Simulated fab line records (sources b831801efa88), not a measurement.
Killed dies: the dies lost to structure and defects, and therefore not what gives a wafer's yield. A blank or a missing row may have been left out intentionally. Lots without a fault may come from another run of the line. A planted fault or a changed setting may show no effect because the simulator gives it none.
The same fault as seen by 2 desks ; flow sky130 ; numbers are kept per desk, each desk with only its own; the story behind them comes last

## AT THE METROLOGY DESK
Lot by lot, what the gauges showed, no matter which tool ran the lot: averages of those sampled wafers that carry a number. The brackets show how far a lot's mean lies from the usual mean; more than 4 standard deviations puts the lot out of limits, marked OUT.
Columns: A = LI_CONTACT_HDPCVD_THK at SKY_LI_CONTACT_THK_MEAS_01, usual 924 nm; B = LI_CONTACT_BOW at SKY_LI_CONTACT_BOW_MEAS_03, usual 56 um; C = cd nm at SKY_LI_CONTACT_CD_MEAS_12, usual 169.8 nm
lot;first seen here;A;B;C
L885;day 30 01:16;916;54;172.7
L888;day 30 15:21;931;59;173.5
L894;day 33 00:16;921;46;170.3
L897;day 33 11:47;919;54;172.1
L898;day 33 18:48;919;52;169.8
L905;day 36 02:10;920;60;170.8
This desk's verdict: no lot among the 6 shows anything out of limits.

## FOR THE TOOL OWNER'S DESK: litho track-04
The tool's own readings at SKY_LI_CONTACT_DEVELOP_11 (develop time 60 s): means of the sampled wafers that have a number, for each lot that ran on this tool. The brackets show how far a lot's mean lies from the usual mean; more than 4 standard deviations puts the lot out of limits, marked OUT.
Columns: A = developer temp C at SKY_LI_CONTACT_DEVELOP_11, usual 21.01 C
lot;first seen here;A
L885;day 31 05:00;23.18 (+22) OUT
L888;day 31 19:00;23.20 (+22) OUT
L897;day 34 15:00;21.02
This desk's finding: out of limits on L885, L888; first on L885, day 31 05:00 (developer temp C at SKY_LI_CONTACT_DEVELOP_11). In limits: L897.

## TAKEN TOGETHER
The tool owner's desk had the chance to raise an alarm at day 31 05:00 on L885, L888.
From the metrology desk's view, nothing was out of limits.
The metrology desk has L885, L888 on record, within its limits.
SKY_LI_CONTACT_DEVELOP_11 was run on litho track-04 by each of the lots named.

## WHAT THE SIMULATOR PUT IN
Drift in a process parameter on litho track-04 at SKY_LI_CONTACT_DEVELOP_11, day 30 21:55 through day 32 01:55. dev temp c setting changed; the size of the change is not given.
Lots struck among those shown: L885, L888.
Delay in hours, fault start to first out-of-limits reading, by desk: the tool owner's desk at 7.
